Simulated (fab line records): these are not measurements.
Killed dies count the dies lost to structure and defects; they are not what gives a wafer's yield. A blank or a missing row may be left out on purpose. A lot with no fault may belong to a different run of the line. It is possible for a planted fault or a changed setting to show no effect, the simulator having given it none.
Which of the tools did it? + flow sky130 + 18 wafers sampled from 6 lots at 1 step of a route of 708

WHAT THE GAUGES SHOWED, per wafer
SKY_METAL2_THK_MEAS_06: measures by xrf.
| lot  | measured     | on            | METAL2_ALCU_THK (nm) |
|------|--------------|---------------|----------------------|
| L614 | day 34 03:48 | film-metro-04 | 252 251 253          |
| L616 | day 35 00:42 | film-metro-03 | 243 246 245          |
| L619 | day 36 03:23 | film-metro-03 | 251 248 245          |
| L628 | day 38 21:18 | film-metro-04 | 246 246 246          |
| L632 | day 40 02:02 | film-metro-03 | 249 249 252          |
| L636 | day 41 09:43 | film-metro-03 | 246 244 243          |

EACH LOT AND THE TOOL THAT RAN IT (in order: tool; ch and the chambers of the sampled wafers; start)
Before these readings, the record contains no process step.

THE ANSWER, worked out from the rows above alone
Rule: the usual values come from the lots themselves. The widest of any qualifying gaps counts: lots, ordered by their means at a reading, are off when they make up no more than a third of the lots, leave a main group of 4 or more, and stand apart from it by 3 or more times the standard deviation of that group's means. A main group is skipped when, at the precision printed for the reading in the tables above, its means are all equal. Also off: a lot with no number at a reading for which 4 or more lots have one. The other lots that the step has rows for count as sound.
No lot is off at any reading shown: from this, nothing can be told.

WHAT HAD BEEN PUT IN BY THE SIMULATOR
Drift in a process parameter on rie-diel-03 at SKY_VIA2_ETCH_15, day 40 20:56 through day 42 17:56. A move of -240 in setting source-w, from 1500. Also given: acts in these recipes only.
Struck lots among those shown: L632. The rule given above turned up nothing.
